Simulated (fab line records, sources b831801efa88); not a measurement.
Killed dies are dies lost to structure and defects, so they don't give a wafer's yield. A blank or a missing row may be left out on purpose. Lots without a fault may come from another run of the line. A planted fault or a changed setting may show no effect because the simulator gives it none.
Which tool did it? | flow sky130 | 12 lots, 36 wafers sampled, at 3 steps of a route of 708

WHAT THE GAUGES READ, wafer by wafer
SKY_METAL2_RS_MEAS_05: measures by four-point-probe.
lot  | measured     | on            | METAL2_ALCU_RS (ohm/sq)
L077 | day 34 23:38 | film_metro-04 | 0.1272 0.1268 0.1271
L076 | day 35 01:12 | film_metro-02 | 0.1261 0.1244 0.1255
L079 | day 35 13:37 | film_metro-02 | 0.1272 0.1268 0.1259
L081 | day 35 23:52 | film_metro-04 | 0.1276 0.1277 0.1278
L083 | day 36 19:07 | film_metro-04 | 0.1266 0.1283 0.1269
L085 | day 37 18:55 | film_metro-01 | 0.1284 0.1271 0.1277
L088 | day 39 15:55 | film_metro-01 | 0.1258 0.1270 0.1264
L090 | day 39 19:43 | film_metro-04 | 0.1273 0.1263 0.1264
L089 | day 39 21:16 | film_metro-02 | 0.1267 0.1253 0.1249
L093 | day 39 23:34 | film_metro-02 | 0.1249 0.1240 0.1246
L096 | day 41 12:10 | film_metro-02 | 0.1285 0.1284 0.1275
L097 | day 41 15:56 | film_metro-01 | 0.1269 0.1264 0.1257

WHICH TOOL RAN EACH LOT (tool, then ch and the chambers of the sampled wafers, then the start)
lot  | SKY_VIA1_CMP_24               | SKY_METAL2_SPUTTER_04
L077 | cmp-01 ch 0,3, day 34 23:10   | pvd_sputter-03, day 34 23:34
L076 | cmp-01 ch 1,2,3, day 35 00:55 | pvd_sputter-02, day 35 01:10
L079 | cmp-02 ch 0,1,3, day 35 13:17 | pvd_sputter-03, day 35 13:34
L081 | cmp-01 ch 0,1,2, day 35 23:24 | pvd_sputter-02, day 35 23:47
L083 | cmp-01 ch 0,1,3, day 36 18:38 | pvd_sputter-02, day 36 19:01
L085 | cmp-01 ch 1,3, day 37 18:31   | pvd_sputter-02, day 37 18:52
L088 | cmp-01 ch 1,2, day 39 15:28   | pvd_sputter-01, day 39 15:52
L090 | cmp-02 ch 1,2,3, day 39 19:22 | pvd_sputter-01, day 39 19:36
L089 | cmp-01 ch 0,2,3, day 39 20:48 | pvd_sputter-01, day 39 21:11
L093 | cmp-02 ch 0,1,2, day 39 23:07 | pvd_sputter-02, day 39 23:30
L096 | cmp-02 ch 1,2,3, day 41 11:49 | pvd_sputter-03, day 41 12:07
L097 | cmp-02 ch 0,2,3, day 41 15:35 | pvd_sputter-02, day 41 15:53
- SKY_VIA1_CMP_24: polishes, stops on SiO2, t overpolish 15 s, target thk 0 nm.
- SKY_METAL2_SPUTTER_04: material TiN, target thk 70 nm, time 58.3 s.

THE ANSWER, worked out from the rows above alone
Rule: what is usual is taken from the lots themselves. Put in order of their means at a reading, lots are off if they are a third of the lots or fewer, leave a main group of 4 or more, and stand apart from it by a gap of 3 or more times the standard deviation of the main group's means; of several such gaps the widest counts. A main group whose means are all the same, to the digits that the tables above print for the reading, isn't used. A lot without any number at a reading at which 4 lots or more have one is off too. The other lots that the step has rows for count as sound.
No lot is off at any reading shown: from this, nothing can be told.

WHAT THE SIMULATOR HAD PUT IN
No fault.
